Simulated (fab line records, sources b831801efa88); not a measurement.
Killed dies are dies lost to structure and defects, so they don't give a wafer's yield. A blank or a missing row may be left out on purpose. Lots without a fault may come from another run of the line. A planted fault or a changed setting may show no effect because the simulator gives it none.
A struck lot beside a sound one | flow sfq_line | 41 steps out of a route of 325
Sound: wafers L568.1, L568.2, L568.5. Struck: wafers L558.1, L558.3, L558.6. The cause comes at the end.
At each step with rows: each side's tool, then ch and its chambers, then its first start. Under that, the readings that differ: sound wafers | struck wafers | difference of the means | sigmas: that difference in standard deviations of wafers without a fault.
alike: readings whose means differ by less than 2 such deviations, and words and numbers that are the same on both sides. not compared: withheld readings, readings that some wafer has no value for, bounds like >300 that may hide the same value, and numbers for which the record gives no deviation and whose values overlap.
The two part at a step that has a row with sigmas, a row that says differs or no value, or rows on one side only. Numbers that don't overlap but have no deviation are shown without sigmas and don't part them. A reading that every wafer of one side lacks parts them only if that side has two wafers or more.

SFQ_I3_OVL_MEAS_923:
  sound on overlay-01, day 50 05:17; struck on overlay-02, day 40 01:56
  alike: I3_OVL
then, 5 steps without rows for these wafers: SFQ_TRILAYER_I3_VIA_BARC_OPEN_VIA_ETCH_121 (etches BARC in O2, target depth 125 nm, time 41.7 s); SFQ_TRILAYER_I3_VIA_ETCH_VIA_ETCH_088 (etches SiO2 in CHF3, stops on Nb, target depth 260 nm); SFQ_TRILAYER_I3_VIA_STRIP_STRIP_089 (strips in O2); SFQ_TRILAYER_I3_VIA_STRIP_SOLV_CLEAN_090 (cleans in NMP, time 600 s); SFQ_TRILAYER_M4_DEP_PRE_CLEAN_092 (time 22.5 s).
SFQ_TRILAYER_M4_DEP_SPUTTER_091: material Nb, target thk 200 nm, time 133.3 s.
  sound on pvd_sputter-05, day 50 07:16; struck on pvd_sputter-04, day 40 02:57
  alike: resputter_cathode_voltage_v, throttle_valve_pct
SFQ_M4_RS_MEAS_924: measures by four-point-probe.
  sound on film_metro-01, day 50 07:22; struck on film_metro-03, day 40 03:02
  alike: M4_NB_RS
then, 3 steps without rows for these wafers: SFQ_TRILAYER_M4_LITHO_COAT_098 (resist thk 62 nm); SFQ_TRILAYER_M4_LITHO_COAT_093 (resist thk 600 nm); SFQ_TRILAYER_M4_LITHO_SOFTBAKE_097.
-- the record jumps here: 6 days lie between the struck wafers' starts before and after --
SFQ_TRILAYER_M4_LITHO_EXPOSE_094: exposes mask M4, target cd 500 nm.
  sound on krf_scanner-02 ch 0, day 55 17:17; struck on krf_scanner-01 ch 0, day 45 23:06
  reading              | sound                | struck               | difference | sigmas
  exposure_dose_mJ_cm2 | 14.394 14.388 14.394 | 18.836 18.818 18.824 | +4.434     | +99 or more
  alike: mask, reticle_temp_C
then, 2 steps without rows for these wafers: SFQ_TRILAYER_M4_LITHO_PEB_096 (peb time 60 s); SFQ_TRILAYER_M4_LITHO_DEVELOP_095 (time 60 s).
SFQ_M4_OVL_MEAS_926:
  sound on overlay-01, day 55 18:47; struck on overlay-01, day 46 00:36
  alike: M4_OVL
SFQ_TRILAYER_M4_BARC_OPEN_METAL_ETCH_123: etches BARC in O2, target depth 125 nm, time 41.7 s.
  sound on rie_metal-03 ch 0,1, day 55 18:49; struck on rie_metal-03 ch 0,1, day 46 00:38
  reading             | sound             | struck            | difference | sigmas
  model.M4.cd_nm (nm) | 499.6 499.5 498.9 | 459.2 458.4 457.7 | -40.9      |
  alike: drypump_motor_current_A, oes_product_au
  not compared: rf_hours_counter_h
SFQ_TRILAYER_M4_ETCH_METAL_ETCH_096: etches Nb in Cl2/Ar, stops on SiO2, target depth 240 nm, time 120 s.
  sound on rie_metal-03 ch 0,1, day 55 18:52; struck on rie_metal-03 ch 0,1, day 46 00:42
  reading             | sound             | struck            | difference | sigmas
  model.M4.cd_nm (nm) | 498.6 498.9 498.3 | 460.1 457.9 458.4 | -39.8      |
  alike: drypump_motor_current_A, oes_product_au
  not compared: rf_hours_counter_h
SFQ_TRILAYER_M4_STRIP_STRIP_097: strips in O2.
  sound on rie_metal-03 ch 0,1, day 55 19:00; struck on rie_metal-03 ch 0,1, day 46 00:49
  alike: drypump_motor_current_A, oes_product_au
  not compared: rf_hours_counter_h
then, 1 step without rows for these wafers: SFQ_TRILAYER_M4_STRIP_SOLV_CLEAN_098 (cleans in NMP, time 600 s).
SFQ_TRILAYER_I4_DEP_PECVD_099: deposits SiO2 from SiH4/N2O, time 111.11 s, target thk 500 nm.
  sound on pecvd-03 ch 0,1,2, day 55 19:46; struck on pecvd-02 ch 0,1, day 46 01:37
  alike: heater_power_w, throttle_valve_pct
then, 1 step without rows for these wafers: SFQ_TRILAYER_I4_CMP_CMP_100 (polishes SiO2).
SFQ_I4_BOW_MEAS_927:
  sound on film_metro-02, day 56 05:18; struck on film_metro-03, day 46 04:41
  reading     | sound      | struck  | difference | sigmas
  I4_BOW (um) | -6 -10 -18 | 23 27 6 | +30        | +3
then, 7 steps without rows for these wafers: SFQ_TRILAYER_I4_METRO_MEASURE_101; SFQ_TRILAYER_I4_VIA_LITHO_COAT_108 (resist thk 62 nm); SFQ_TRILAYER_I4_VIA_LITHO_COAT_103 (resist thk 650 nm); SFQ_TRILAYER_I4_VIA_LITHO_SOFTBAKE_107; SFQ_TRILAYER_I4_VIA_LITHO_EXPOSE_104 (exposes mask I4, target cd 700 nm); SFQ_TRILAYER_I4_VIA_LITHO_PEB_106 (peb time 60 s); SFQ_TRILAYER_I4_VIA_LITHO_DEVELOP_105 (time 60 s).
SFQ_I4_OVL_MEAS_928:
  sound on overlay-02, day 56 13:29; struck on overlay-02, day 47 00:17
  alike: I4_OVL
then, 1 step without rows for these wafers: SFQ_TRILAYER_I4_VIA_BARC_OPEN_VIA_ETCH_146 (etches BARC in O2, target depth 125 nm, time 41.7 s).
SFQ_TRILAYER_I4_VIA_ETCH_VIA_ETCH_106: etches SiO2 in CHF3, stops on Nb, target depth 260 nm.
  sound on rie_diel-01 ch 0,1,2, day 56 13:34; struck on rie_diel-01 ch 2,3, day 47 00:22
  alike: drypump_motor_current_A, oes_product_au
then, 3 steps without rows for these wafers: SFQ_TRILAYER_I4_VIA_STRIP_STRIP_107 (strips in O2); SFQ_TRILAYER_I4_VIA_STRIP_SOLV_CLEAN_108 (cleans in NMP, time 600 s); SFQ_TRILAYER_JJ_TRILAYER_DEP_PRE_CLEAN_113 (time 22.5 s).
SFQ_TRILAYER_JJ_TRILAYER_DEP_SPUTTER_109: material Nb, target thk 150 nm, time 100 s.
  sound on pvd_sputter-03, day 56 14:29; struck on pvd_sputter-03, day 47 01:17
  alike: throttle_valve_pct
then, 3 steps without rows for these wafers: SFQ_TRILAYER_JJ_TRILAYER_DEP_SPUTTER_110 (material Al, target thk 8 nm, time 10 s); SFQ_TRILAYER_JJ_TRILAYER_DEP_AL_OXIDATION_111 (oxidation time 600 s); SFQ_TRILAYER_JJ_TRILAYER_DEP_SPUTTER_112 (material Nb, target thk 170 nm, time 113.3 s).
SFQ_JJ_RS_MEAS_929: measures by four-point-probe.
  sound on film_metro-02, day 56 15:40; struck on film_metro-04, day 47 02:27
  alike: JJ_NB_RS
-- the record jumps here: 30 days lie between the struck wafers' starts before and after (it left off in module JJ and takes up again in module M8, whose first step shown is number 325 of the route) --
SFQ_M8_BOW_MEAS_951:
  sound on film_metro-02, day 78 16:24; struck on film_metro-03, day 77 11:53
  reading               | sound             | struck           | difference | sigmas
  model.etest.m4.ohm_um | 1.834 1.841 1.842 | 1.927 1.982 1.95 | +0.114     |
  alike: M8_BOW

WHERE THEY PART
First at SFQ_TRILAYER_M4_LITHO_EXPOSE_094; last, within this record, at SFQ_I4_BOW_MEAS_927. Later steps at which nothing parts them and some readings are alike: SFQ_I4_OVL_MEAS_928, SFQ_TRILAYER_I4_VIA_ETCH_VIA_ETCH_106, SFQ_TRILAYER_JJ_TRILAYER_DEP_SPUTTER_109, SFQ_JJ_RS_MEAS_929, SFQ_M8_BOW_MEAS_951.

WHY: what the simulator had put in
Process parameter drift: krf_scanner-01, from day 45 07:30 on, at SFQ_TRILAYER_M4_LITHO_EXPOSE_094. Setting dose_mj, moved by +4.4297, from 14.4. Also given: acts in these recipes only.
